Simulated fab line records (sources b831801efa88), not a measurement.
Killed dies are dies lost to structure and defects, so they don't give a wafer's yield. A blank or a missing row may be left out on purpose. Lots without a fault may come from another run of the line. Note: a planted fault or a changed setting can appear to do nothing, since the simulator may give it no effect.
fab line records	flow sky130
[record] lots = 24	wafers = 72	last-day = 50
route steps=708 shown FIELD_ISO@1 POLY_CUT@319 CONTACT@432 METAL1@452 VIA1@473 METAL2@501
lots that met no fault: taken from a fault-free run of the same line
start-h: hours from the record's opening day to when the first of the lot's shown wafers began	wait-h: hours elapsed since this lot's preceding step	" repeats the value in the row above	L1.1+2: one row covering several wafers at once	- no value, or no start given	* or withheld: withheld	< > ~ a bound
route shown NAME@n: NAME is a module with steps in the file, n the number in the route of the first one	usual: mean and standard deviation over wafers with no fault	same: alike in all rows	chamber/n: place in a boat	sites: the reading at each site	_std_site: their standard deviation	_edge_site: outer sites' mean less inner sites'	radius-mm: how far each site lies from the wafer's centre	mask NAME#n: copy n	behind: the last tool/chamber to shape the wafer	hold: why the lot went on hold/how many hours it stayed there/how the hold came to an end	device: names the non-switching transistor (n, p or np)	end of line: at the end of the route, the tests of the same wafers	a step given without rows: its recipe and nothing more	killed: dies that structure and defects cost at the first sort, which is not the same as the wafer's yield	map: the dies of a wafer, with x for killed, . for not killed, _ for no die there
set.NAME: the run value of the setting; set.NAME@STEP: its run value at that earlier step	model.NAME: the simulator's own value behind a step, which no gauge read
the route's steps for a sample of lots (tables are steps, rows are wafers)
services: when a tool's chamber went out of use (start-h, in hours from the record's first day, below 0 if earlier), for how many hours, and the reason
[[steps]]
[step SKY_FIELD_ISO_BOW_MEAS_00]
[recipe] mode = bow
[usual] INCOMING_BOW = 0/6.2
lot.wafer	tool	chamber	start-h	wait-h	INCOMING_BOW[um]
L074.1	film-metro-03	-	10.00	-	5
L074.4	"	-	"	"	2
L074.6	"	-	"	"	-2
L075.1	film-metro-01	-	15.00	-	6
L075.3	"	-	"	"	3
L075.5	"	-	"	"	2
L076.1	film-metro-01	-	20.00	-	-4
L076.2	"	-	"	"	2
L076.4	"	-	"	"	-14
L077.4	film-metro-03	-	25.06	-	0
L077.5	"	-	"	"	0
L077.6	"	-	"	"	-2
L078.4	film-metro-03	-	30.06	-	2
L078.5	"	-	"	"	2
L078.6	"	-	"	"	5
L079.1	film-metro-01	-	35.00	-	11
L079.2	"	-	"	"	8
L079.6	"	-	"	"	0
L080.3	film-metro-02	-	40.04	-	-6
L080.4	"	-	"	"	-6
L080.5	"	-	"	"	-5
L081.1	film-metro-03	-	45.00	-	8
L081.3	"	-	"	"	0
L081.5	"	-	"	"	-6
L082.1	film-metro-03	-	50.00	-	3
L082.4	"	-	"	"	-14
L082.5	"	-	"	"	0
L083.1	film-metro-03	-	55.00	-	1
L083.2	"	-	"	"	-6
L083.4	"	-	"	"	10
L084.1	film-metro-01	-	60.00	-	7
L084.2	"	-	"	"	-4
L084.4	"	-	"	"	-4
L085.1	film-metro-03	-	65.00	-	5
L085.2	"	-	"	"	7
L085.3	"	-	"	"	13
L086.2	film-metro-03	-	70.02	-	-20
L086.4	"	-	"	"	-2
L086.6	"	-	"	"	2
L087.4	film-metro-02	-	75.06	-	-7
L087.5	"	-	"	"	4
L087.6	"	-	"	"	0
L088.2	film-metro-01	-	80.02	-	8
L088.3	"	-	"	"	-8
L088.4	"	-	"	"	5
L089.1	film-metro-02	-	85.00	-	4
L089.3	"	-	"	"	4
L089.4	"	-	"	"	-3
L090.1	film-metro-03	-	90.00	-	-21
L090.4	"	-	"	"	-2
L090.6	"	-	"	"	2
L091.3	film-metro-02	-	95.04	-	1
L091.5	"	-	"	"	1
L091.6	"	-	"	"	4
L092.1	film-metro-02	-	100.02	-	9
L092.3	"	-	"	"	8
L092.6	"	-	"	"	-5
L093.1	film-metro-02	-	105.00	-	6
L093.4	"	-	"	"	-2
L093.5	"	-	"	"	3
L094.1	film-metro-03	-	110.00	-	1
L094.2	"	-	"	"	-1
L094.3	"	-	"	"	0
L095.2	film-metro-02	-	115.02	-	13
L095.3	"	-	"	"	-4
L095.4	"	-	"	"	-1
L096.1	film-metro-02	-	120.00	-	-1
L096.5	"	-	"	"	3
L096.6	"	-	"	"	4
L097.1	film-metro-03	-	125.00	-	1
L097.4	"	-	"	"	-3
L097.6	"	-	"	"	8
[step SKY_POLY_CUT_STRIP_12]
[recipe] chemistry = O2/N2	power-w = 1400	pressure-mtorr = 1500	platen-temp-c = withheld	o2-flow-sccm = 3000	n2-flow-sccm = 300	overash-fraction = 0.5
[usual] drypump-motor-current-A = 5.8/0.38	oes-product-au = 0.452/0.0044	strip-time-to-endpoint-s = 5.355/0.02
lot.wafer	tool	chamber	start-h	wait-h	drypump-motor-current-A	oes-product-au	rf-hours-counter-h	strip-time-to-endpoint-s
L074.1	plasma-asher-02	1	545.86	0.0	5.9	0.457	40	5.378
L074.4	"	1	"	"	5.8	0.455	-	5.366
L074.6	"	1	"	"	5.9	0.449	-	5.370
L075.1	plasma-asher-03	1	562.51	0.0	5.3	0.457	85	5.372
L075.3	"	1	"	"	5.3	0.457	-	5.382
L075.5	"	1	"	"	5.4	0.451	-	5.365
L076.1	plasma-asher-02	0	575.92	0.0	6.3	0.454	43	5.323
L076.2	"	1	"	"	5.8	0.456	43	5.356
L076.4	"	1	"	"	5.9	0.447	-	5.320
L077.4	plasma-asher-03	1	579.41	0.1	5.4	0.455	-	5.363
L077.5	"	1	"	"	5.4	0.449	-	5.359
L077.6	"	0	"	"	5.8	0.455	-	5.339
L078.4	plasma-asher-02	1	589.20	0.1	5.8	0.461	-	5.340
L078.5	"	0	"	"	6.3	0.451	-	5.363
L078.6	"	1	"	"	5.8	0.454	-	5.335
L079.1	plasma-asher-03	1	601.96	0.0	5.3	0.454	89	5.321
L079.2	"	0	"	"	5.9	0.455	89	5.353
L079.6	"	1	"	"	5.3	0.450	-	5.372
L080.3	plasma-asher-02	1	618.16	0.1	5.9	0.451	-	5.342
L080.4	"	0	"	"	6.3	0.452	-	5.353
L080.5	"	0	"	"	6.3	0.451	-	5.333
L081.1	plasma-asher-03	0	621.97	0.0	5.8	0.445	91	5.335
L081.3	"	0	"	"	5.8	0.443	-	5.342
L081.5	"	1	"	"	5.3	0.455	-	5.337
L082.1	plasma-asher-01	0	624.16	0.0	5.2	0.457	19	5.392
L082.4	"	0	"	"	5.2	0.454	-	5.385
L082.5	"	0	"	"	5.2	0.451	-	5.379
L083.1	plasma-asher-01	1	649.22	0.0	5.5	0.456	22	5.320
L083.2	"	0	"	"	5.2	0.454	22	5.336
L083.4	"	0	"	"	5.2	0.452	-	5.341
L084.1	plasma-asher-03	0	655.27	0.0	5.8	0.450	94	5.361
L084.2	"	1	"	"	5.3	0.447	94	5.321
L084.4	"	0	"	"	5.8	0.452	-	5.355
L085.1	plasma-asher-02	0	656.76	0.0	6.3	0.453	51	5.362
L085.2	"	1	"	"	5.9	0.449	51	5.387
L085.3	"	1	"	"	5.9	0.453	-	5.386
L087.4	plasma-asher-03	1	667.45	0.1	5.3	0.453	-	5.357
L087.5	"	1	"	"	5.4	0.455	-	5.349
L087.6	"	0	"	"	5.8	0.452	-	5.350
L086.2	plasma-asher-02	0	669.07	0.0	6.3	0.448	53	5.337
L086.4	"	0	"	"	6.3	0.452	-	5.341
L086.6	"	1	"	"	5.9	0.446	-	5.326
L088.2	plasma-asher-02	0	670.16	0.0	6.3	0.455	53	5.358
L088.3	"	0	"	"	6.3	0.457	-	5.334
L088.4	"	1	"	"	5.9	0.460	-	5.318
L089.1	plasma-asher-01	1	681.91	0.0	5.4	0.446	22	5.347
L089.3	"	1	"	"	5.5	0.456	-	5.346
L089.4	"	0	"	"	5.2	0.451	-	5.359
L090.1	plasma-asher-03	1	689.81	0.0	5.3	0.441	98	5.362
L090.4	"	1	"	"	5.3	0.447	-	5.376
L090.6	"	0	"	"	5.8	0.462	-	5.395
L091.3	plasma-asher-01	1	700.70	0.1	5.5	0.452	-	5.364
L091.5	"	0	"	"	5.2	0.447	-	5.339
L091.6	"	1	"	"	5.5	0.452	-	5.360
L092.1	plasma-asher-02	1	709.71	0.0	5.8	0.453	56	5.331
L092.3	"	0	"	"	6.3	0.444	-	5.340
L092.6	"	0	"	"	6.3	0.453	-	5.376
L093.1	plasma-asher-02	1	711.96	0.0	5.8	0.453	56	5.339
L093.4	"	0	"	"	6.3	0.445	-	5.367
L093.5	"	0	"	"	6.3	0.447	-	5.375
L094.1	plasma-asher-02	1	718.97	0.0	5.9	0.458	57	5.379
L094.2	"	0	"	"	6.3	0.449	57	5.365
L094.3	"	1	"	"	5.9	0.455	-	5.384
L095.2	plasma-asher-02	0	726.12	0.0	6.3	0.445	57	5.342
L095.3	"	0	"	"	6.3	0.462	-	5.319
L095.4	"	1	"	"	5.9	0.455	-	5.344
L096.1	plasma-asher-02	1	734.02	0.0	5.9	0.455	58	5.353
L096.5	"	0	"	"	6.3	0.449	-	5.331
L096.6	"	1	"	"	5.9	0.458	-	5.342
L097.1	plasma-asher-01	1	743.16	0.0	5.5	0.456	28	5.330
L097.4	"	0	"	"	5.2	0.456	-	5.372
L097.6	"	0	"	"	5.2	0.456	-	5.356
[step SKY_CONTACT_THK_MEAS_26]
[recipe] thk-meas-gauge = xrf	reads = W_of_CONTACT_CVD_24
[usual] CONTACT_W_THK = 329/4.9
lot.wafer	tool	chamber	start-h	wait-h	CONTACT_W_THK[nm]
L074.1	film-metro-03	-	715.86	0.1	323
L074.4	"	-	"	"	325
L074.6	"	-	"	"	324
L075.1	film-metro-02	-	733.22	0.1	330
L075.3	"	-	"	"	326
L075.5	"	-	"	"	331
L076.1	film-metro-02	-	747.13	0.1	332
L076.2	"	-	"	"	337
L076.4	"	-	"	"	337
L077.4	film-metro-03	-	749.78	0.1	336
L077.5	"	-	"	"	328
L077.6	"	-	"	"	335
L078.4	film-metro-01	-	757.85	0.1	330
L078.5	"	-	"	"	327
L078.6	"	-	"	"	329
L079.1	film-metro-01	-	772.99	0.1	326
L079.2	"	-	"	"	320
L079.6	"	-	"	"	317
L080.3	film-metro-01	-	789.04	0.1	337
L080.4	"	-	"	"	333
L080.5	"	-	"	"	336
L081.1	film-metro-01	-	789.95	0.1	335
L081.3	"	-	"	"	335
L081.5	"	-	"	"	337
L082.1	film-metro-03	-	792.79	0.1	328
L082.4	"	-	"	"	328
L082.5	"	-	"	"	332
L083.1	film-metro-02	-	819.95	0.1	333
L083.2	"	-	"	"	333
L083.4	"	-	"	"	333
L084.1	film-metro-03	-	825.41	0.1	330
L084.2	"	-	"	"	322
L084.4	"	-	"	"	330
L085.1	film-metro-02	-	826.20	0.1	330
L085.2	"	-	"	"	330
L085.3	"	-	"	"	325
L087.4	film-metro-02	-	835.28	0.1	336
L087.5	"	-	"	"	339
L087.6	"	-	"	"	323
L086.2	film-metro-02	-	839.64	0.1	328
L086.4	"	-	"	"	335
L086.6	"	-	"	"	334
L088.2	film-metro-03	-	841.05	0.1	325
L088.3	"	-	"	"	320
L088.4	"	-	"	"	330
L089.1	film-metro-02	-	851.77	0.1	330
L089.3	"	-	"	"	332
L089.4	"	-	"	"	323
L090.1	film-metro-02	-	859.65	0.1	331
L090.4	"	-	"	"	334
L090.6	"	-	"	"	332
L091.3	film-metro-01	-	872.21	0.1	327
L091.5	"	-	"	"	317
L091.6	"	-	"	"	332
L092.1	film-metro-02	-	879.82	0.1	323
L092.3	"	-	"	"	329
L092.6	"	-	"	"	326
L093.1	film-metro-01	-	882.06	0.1	323
L093.4	"	-	"	"	324
L093.5	"	-	"	"	328
L094.1	film-metro-01	-	887.73	0.1	332
L094.2	"	-	"	"	331
L094.3	"	-	"	"	330
L095.2	film-metro-02	-	895.52	0.1	327
L095.3	"	-	"	"	328
L095.4	"	-	"	"	325
L096.1	film-metro-03	-	902.75	0.1	327
L096.5	"	-	"	"	330
L096.6	"	-	"	"	331
L097.1	film-metro-01	-	911.56	0.1	331
L097.4	"	-	"	"	333
L097.6	"	-	"	"	328
[step SKY_METAL1_ETCH_18]
[recipe] chemistry = N2/H2	target = BARC	ion-energy-ev = 200	bias-w = 100	pressure-mtorr = 30	n2-flow-sccm = 100	h2-flow-sccm = 200	icp-w = 500	stop-on = SiO2	time-s = 45.9	target-depth-a = 600
[usual] drypump-motor-current-A = 5.8/0.33	oes-product-au = 0.853/0.005	throttle-valve-pct = 13.225/0.0081
lot.wafer	tool	chamber	start-h	wait-h	drypump-motor-current-A	oes-product-au	rf-hours-counter-h	throttle-valve-pct
L074.1	rie-metal-04	1	744.22	0.1	6.0	0.851	4	13.224
L074.4	"	1	"	"	6.0	0.855	-	13.229
L074.6	"	1	"	"	6.0	0.858	-	13.214
L075.1	rie-metal-03	1	762.25	0.1	5.6	0.856	3	13.218
L075.3	"	1	"	"	5.6	0.853	-	13.233
L075.5	"	1	"	"	5.6	0.846	-	13.231
L076.1	rie-metal-03	1	776.21	0.0	5.6	0.856	6	13.224
L076.2	"	0	"	"	5.5	0.853	0	13.222
L076.4	"	0	"	"	5.5	0.856	-	13.225
L077.4	rie-metal-04	0	777.59	0.0	6.2	0.851	-	13.224
L077.5	"	1	"	"	6.0	0.853	-	13.244
L077.6	"	0	"	"	6.2	0.851	-	13.226
L078.4	rie-metal-03	0	785.64	0.0	5.5	0.859	-	13.222
L078.5	"	1	"	"	5.6	0.846	-	13.235
L078.6	"	0	"	"	5.5	0.847	-	13.229
L079.1	rie-metal-02	0	801.46	0.0	6.3	0.856	11	13.233
L079.2	"	1	"	"	5.4	0.848	5	13.224
L079.6	"	0	"	"	6.3	0.847	-	13.227
L080.3	rie-metal-02	1	816.94	0.0	5.4	0.857	-	13.237
L080.4	"	0	"	"	6.3	0.853	-	13.225
L080.5	"	0	"	"	6.3	0.862	-	13.230
L081.1	rie-metal-04	0	818.72	0.0	6.2	0.862	1	13.220
L081.3	"	0	"	"	6.2	0.855	-	13.221
L081.5	"	1	"	"	6.0	0.842	-	13.234
L082.1	rie-metal-03	1	821.32	0.0	5.6	0.867	8	13.218
L082.4	"	0	"	"	5.5	0.858	-	13.229
L082.5	"	0	"	"	5.5	0.844	-	13.226
L083.1	rie-metal-03	1	847.97	0.0	5.6	0.851	9	13.244
L083.2	"	0	"	"	5.5	0.863	3	13.232
L083.4	"	1	"	"	5.5	0.851	-	13.232
L084.1	rie-metal-04	0	854.17	0.0	6.2	0.857	3	13.236
L084.2	"	1	"	"	6.0	0.847	8	13.230
L084.4	"	0	"	"	6.2	0.859	-	13.217
L085.1	rie-metal-02	0	855.32	0.0	6.3	0.855	14	13.232
L085.2	"	1	"	"	5.4	0.856	8	13.214
L085.3	"	0	"	"	6.3	0.854	-	13.222
L087.4	rie-metal-04	0	864.28	0.0	6.2	0.849	-	13.221
L087.5	"	0	"	"	6.2	0.847	-	13.228
L087.6	"	1	"	"	6.0	0.853	-	13.236
L086.2	rie-metal-02	0	869.12	0.0	6.3	0.853	15	13.211
L086.4	"	1	"	"	5.4	0.864	-	13.235
L086.6	"	1	"	"	5.4	0.854	-	13.230
L088.2	rie-metal-04	0	869.77	0.0	6.2	0.857	3	13.221
L088.3	"	1	"	"	5.9	0.849	-	13.211
L088.4	"	0	"	"	6.2	0.852	-	13.205
L089.1	rie-metal-03	0	880.11	0.0	5.5	0.853	4	13.221
L089.3	"	1	"	"	5.6	0.860	-	13.235
L089.4	"	0	"	"	5.5	0.856	-	13.227
L090.1	rie-metal-03	0	887.77	0.0	5.5	0.848	5	13.205
L090.4	"	1	"	"	5.6	0.854	-	13.231
L090.6	"	0	"	"	5.5	0.853	-	13.226
L091.3	rie-metal-02	0	899.39	0.0	6.3	0.851	-	13.223
L091.5	"	0	"	"	6.3	0.850	-	13.233
L091.6	"	1	"	"	5.4	0.853	-	13.222
L092.1	rie-metal-02	0	906.52	0.0	6.3	0.852	16	13.216
L092.3	"	1	"	"	5.4	0.855	-	13.222
L092.6	"	0	"	"	6.3	0.866	-	13.228
L093.1	rie-metal-03	0	908.31	0.0	5.5	0.849	5	13.224
L093.4	"	0	"	"	5.5	0.859	-	13.238
L093.5	"	1	"	"	5.6	0.856	-	13.226
L094.1	rie-metal-04	0	913.67	0.0	6.2	0.856	5	13.218
L094.2	"	1	"	"	6.0	0.862	10	13.236
L094.3	"	0	"	"	6.2	0.850	-	13.228
L095.2	rie-metal-04	0	920.42	0.0	6.2	0.855	5	13.225
L095.3	"	0	"	"	6.2	0.851	-	13.221
L095.4	"	1	"	"	5.9	0.856	-	13.219
L096.1	rie-metal-04	0	928.72	0.0	6.2	0.852	6	13.215
L096.5	"	1	"	"	5.9	0.857	-	13.219
L096.6	"	0	"	"	6.2	0.855	-	13.234
L097.1	rie-metal-03	1	937.02	0.0	5.6	0.854	13	13.238
L097.4	"	0	"	"	5.5	0.852	-	13.228
L097.6	"	0	"	"	5.5	0.850	-	13.215
[step SKY_VIA1_ETCH_15]
[recipe] target = SiO2	chemistry = C4F8/O2/Ar	target-depth-nm = 351	stop-on = TiN	mask-material = KrF-thick	source-w = 1500	bias-w = 1200	pressure-mtorr = 40	c4f8-flow-sccm = withheld	O2_flow_sccm = 6	Ar_flow_sccm = 300	time-s = 54
[usual] oes-product-au = 0.979/0.0071
lot.wafer	tool	chamber	start-h	wait-h	oes-product-au	rf-hours-counter-h
L074.1	rie-diel-01	3	773.88	0.0	0.978	1
L074.4	"	0	"	"	0.979	11
L074.6	"	3	"	"	0.984	-
L075.1	rie-diel-03	3	790.62	0.0	0.988	3
L075.3	"	1	"	"	0.988	3
L075.5	"	3	"	"	0.988	-
L076.1	rie-diel-01	3	804.58	0.0	0.980	2
L076.2	"	0	"	"	0.989	13
L076.4	"	1	"	"	0.982	13
L077.4	rie-diel-03	0	806.52	0.0	0.978	12
L077.5	"	1	"	"	0.978	-
L077.6	"	0	"	"	0.975	-
L078.4	rie-diel-02	1	814.05	0.0	0.984	-
L078.5	"	0	"	"	0.974	-
L078.6	"	3	"	"	0.979	-
L079.1	rie-diel-02	1	830.22	0.0	0.973	6
L079.2	"	2	"	"	0.982	1
L079.6	"	0	"	"	0.964	-
L080.3	rie-diel-01	2	846.43	0.0	0.972	11
L080.4	"	0	"	"	0.987	14
L080.5	"	3	"	"	0.972	-
L081.1	rie-diel-03	2	847.77	0.0	0.978	1
L081.3	"	3	"	"	0.979	3
L081.5	"	2	"	"	0.985	-
L082.1	rie-diel-02	1	851.00	0.0	0.979	7
L082.4	"	2	"	"	0.993	-
L082.5	"	1	"	"	0.976	-
L083.1	rie-diel-03	1	878.42	0.0	0.979	5
L083.2	"	3	"	"	0.990	4
L083.4	"	2	"	"	0.983	2
L084.1	rie-diel-03	2	883.58	0.0	0.980	2
L084.2	"	1	"	"	0.982	5
L084.4	"	3	"	"	0.987	4
L085.1	rie-diel-01	1	884.13	0.0	0.980	15
L085.2	"	3	"	"	0.983	5
L085.3	"	2	"	"	0.971	12
L087.4	rie-diel-01	1	892.47	0.0	0.980	15
L087.5	"	0	"	"	0.988	-
L087.6	"	1	"	"	0.986	-
L086.2	rie-diel-03	0	897.15	0.0	0.972	14
L086.4	"	2	"	"	0.973	-
L086.6	"	2	"	"	0.980	-
L088.2	rie-diel-02	0	897.48	0.0	0.985	2
L088.3	"	3	"	"	0.974	2
L088.4	"	1	"	"	0.976	9
L089.1	rie-diel-03	2	906.88	0.0	0.980	3
L089.3	"	0	"	"	0.970	14
L089.4	"	0	"	"	0.976	-
L090.1	rie-diel-02	0	914.53	0.0	0.969	2
L090.4	"	3	"	"	0.964	3
L090.6	"	3	"	"	0.964	-
L091.3	rie-diel-02	2	926.47	0.0	0.984	5
L091.5	"	1	"	"	0.977	-
L091.6	"	0	"	"	0.973	-
L092.1	rie-diel-02	3	932.68	0.0	0.974	3
L092.3	"	1	"	"	0.968	10
L092.6	"	2	"	"	0.991	-
L093.1	rie-diel-02	2	934.22	0.0	0.987	5
L093.4	"	1	"	"	0.986	10
L093.5	"	3	"	"	0.978	-
L094.1	rie-diel-02	1	939.48	0.0	0.980	10
L094.2	"	2	"	"	0.986	6
L094.3	"	0	"	"	0.976	3
L095.2	rie-diel-01	0	946.68	0.0	0.980	17
L095.3	"	1	"	"	0.982	17
L095.4	"	3	"	"	0.972	-
L096.1	rie-diel-01	2	954.28	0.0	0.974	14
L096.5	"	1	"	"	0.975	-
L096.6	"	0	"	"	0.969	-
L097.1	rie-diel-02	1	962.72	0.0	0.980	11
L097.4	"	3	"	"	0.975	4
L097.6	"	3	"	"	0.978	-
[step SKY_METAL2_ETCH_18]
[recipe] chemistry = N2/H2	target = BARC	ion-energy-ev = 200	bias-w = 100	pressure-mtorr = 30	n2-flow-sccm = 100	h2-flow-sccm = 200	icp-w = 500	stop-on = SiO2	time-s = 45.9	target-depth-a = 600
[usual] drypump-motor-current-A = 5.7/0.46	oes-product-au = 0.854/0.0045	throttle-valve-pct = 13.226/0.0086
lot.wafer	tool	chamber	start-h	wait-h	drypump-motor-current-A	oes-product-au	rf-hours-counter-h	throttle-valve-pct
L074.1	rie-metal-04	0	803.01	0.0	6.2	0.849	1	13.232
L074.4	"	1	"	"	6.0	0.849	-	13.216
L074.6	"	0	"	"	6.2	0.850	-	13.227
L075.1	rie-metal-03	1	819.91	0.0	5.6	0.860	8	13.237
L075.3	"	1	"	"	5.6	0.861	-	13.224
L075.5	"	0	"	"	5.5	0.862	-	13.227
L076.1	rie-metal-03	0	832.56	0.0	5.5	0.859	3	13.208
L076.2	"	1	"	"	5.6	0.851	9	13.222
L076.4	"	0	"	"	5.5	0.849	-	13.236
L077.4	rie-metal-01	0	836.34	0.0	6.3	0.853	-	13.227
L077.5	"	1	"	"	5.0	0.852	-	13.235
L077.6	"	0	"	"	6.3	0.857	-	13.213
L078.4	rie-metal-01	0	843.43	0.0	6.3	0.854	-	13.218
L078.5	"	1	"	"	5.0	0.858	-	13.226
L078.6	"	0	"	"	6.3	0.853	-	13.231
L079.1	rie-metal-04	0	859.96	0.0	6.2	0.847	3	13.226
L079.2	"	1	"	"	6.0	0.847	8	13.232
L079.6	"	0	"	"	6.2	0.850	-	13.219
L080.3	rie-metal-03	0	875.98	0.0	5.5	0.856	-	13.232
L080.4	"	1	"	"	5.6	0.855	-	13.241
L080.5	"	1	"	"	5.6	0.864	-	13.257
L081.1	rie-metal-04	0	877.26	0.0	6.2	0.853	4	13.227
L081.3	"	0	"	"	6.2	0.854	-	13.221
L081.5	"	1	"	"	5.9	0.856	-	13.228
L082.1	rie-metal-01	1	880.46	0.0	5.0	0.854	3	13.227
L082.4	"	0	"	"	6.3	0.854	-	13.214
L082.5	"	1	"	"	5.0	0.853	-	13.227
L083.1	rie-metal-01	0	905.91	0.0	6.3	0.855	7	13.213
L083.2	"	1	"	"	5.0	0.856	4	13.226
L083.4	"	0	"	"	6.3	0.856	-	13.231
L084.1	rie-metal-04	0	910.67	0.0	6.2	0.852	5	13.233
L084.2	"	1	"	"	5.9	0.853	10	13.223
L084.4	"	0	"	"	6.2	0.852	-	13.216
L085.1	rie-metal-01	1	912.06	0.0	5.0	0.853	4	13.222
L085.2	"	0	"	"	6.3	0.855	7	13.226
L085.3	"	1	"	"	5.0	0.859	-	13.219
L087.4	rie-metal-03	0	918.79	0.0	5.5	0.852	-	13.225
L087.5	"	1	"	"	5.6	0.853	-	13.237
L087.6	"	0	"	"	5.5	0.859	-	13.216
L086.2	rie-metal-04	1	924.26	0.0	6.0	0.842	11	13.232
L086.4	"	0	"	"	6.2	0.855	-	13.232
L086.6	"	1	"	"	6.0	0.851	-	13.221
L088.2	rie-metal-01	0	924.38	0.0	6.3	0.860	8	13.217
L088.3	"	0	"	"	6.3	0.859	-	13.206
L088.4	"	1	"	"	5.0	0.856	-	13.230
L089.1	rie-metal-03	0	934.06	0.0	5.5	0.851	7	13.213
L089.3	"	1	"	"	5.6	0.855	-	13.231
L089.4	"	0	"	"	5.5	0.852	-	13.226
L090.1	rie-metal-03	1	941.56	0.0	5.6	0.843	14	13.221
L090.4	"	0	"	"	5.5	0.848	-	13.237
L090.6	"	0	"	"	5.5	0.853	-	13.230
L091.3	rie-metal-03	1	952.23	0.0	5.6	0.856	-	13.221
L091.5	"	1	"	"	5.6	0.851	-	13.225
L091.6	"	0	"	"	5.5	0.857	-	13.233
L092.1	rie-metal-01	0	958.96	0.0	6.3	0.852	10	13.222
L092.3	"	1	"	"	5.0	0.850	-	13.225
L092.6	"	1	"	"	5.0	0.857	-	13.224
L093.1	rie-metal-03	0	960.07	0.0	5.5	0.863	8	13.226
L093.4	"	1	"	"	5.6	0.857	-	13.231
L093.5	"	1	"	"	5.6	0.855	-	13.215
L094.1	rie-metal-01	0	964.46	0.0	6.4	0.856	11	13.225
L094.2	"	1	"	"	5.0	0.853	8	13.241
L094.3	"	0	"	"	6.3	0.848	-	13.227
L095.2	rie-metal-04	0	971.67	0.0	6.2	0.848	8	13.227
L095.3	"	1	"	"	6.0	0.852	-	13.214
L095.4	"	0	"	"	6.2	0.854	-	13.221
L096.1	rie-metal-04	0	979.87	0.0	6.2	0.855	8	13.236
L096.5	"	1	"	"	5.9	0.857	-	13.219
L096.6	"	0	"	"	6.2	0.847	-	13.241
L097.1	rie-metal-03	1	988.41	0.0	5.6	0.852	16	13.220
L097.4	"	0	"	"	5.5	0.854	-	13.245
L097.6	"	0	"	"	5.5	0.853	-	13.222
[[services]]
tool	chamber	start-h	hours	kind
rie-metal-03	-	525.25	2.8	pm
rie-metal-04	0	534.35	22.3	repair
rie-diel-02	-	556.21	0.4	repair
plasma-asher-02	-	557.85	1.2	repair
rie-metal-03	0	584.73	22.3	repair
rie-metal-01	-	635.00	0.3	repair
rie-diel-02	-	635.15	2.8	repair
rie-metal-01	-	635.92	4.3	pm
rie-metal-03	-	644.54	39.9	repair
plasma-asher-02	-	685.27	15.6	pm
rie-metal-01	-	688.33	1.4	pm
rie-metal-04	-	720.94	2.8	pm
rie-diel-02	0	743.89	6.9	repair
rie-diel-02	1	749.22	2.2	repair
plasma-asher-02	-	757.09	3.2	repair
rie-metal-04	-	761.78	14.6	pm
rie-metal-03	-	768.45	0.3	repair
rie-metal-01	-	783.87	2.3	repair
rie-diel-02	2	800.24	14.3	repair
rie-diel-02	-	837.70	0.6	repair
rie-diel-02	3	849.47	9.4	repair
rie-metal-01	1	891.71	4.9	repair
rie-metal-04	-	896.68	0.3	repair
rie-metal-03	0	916.57	1.7	repair
[[key]]
fault none
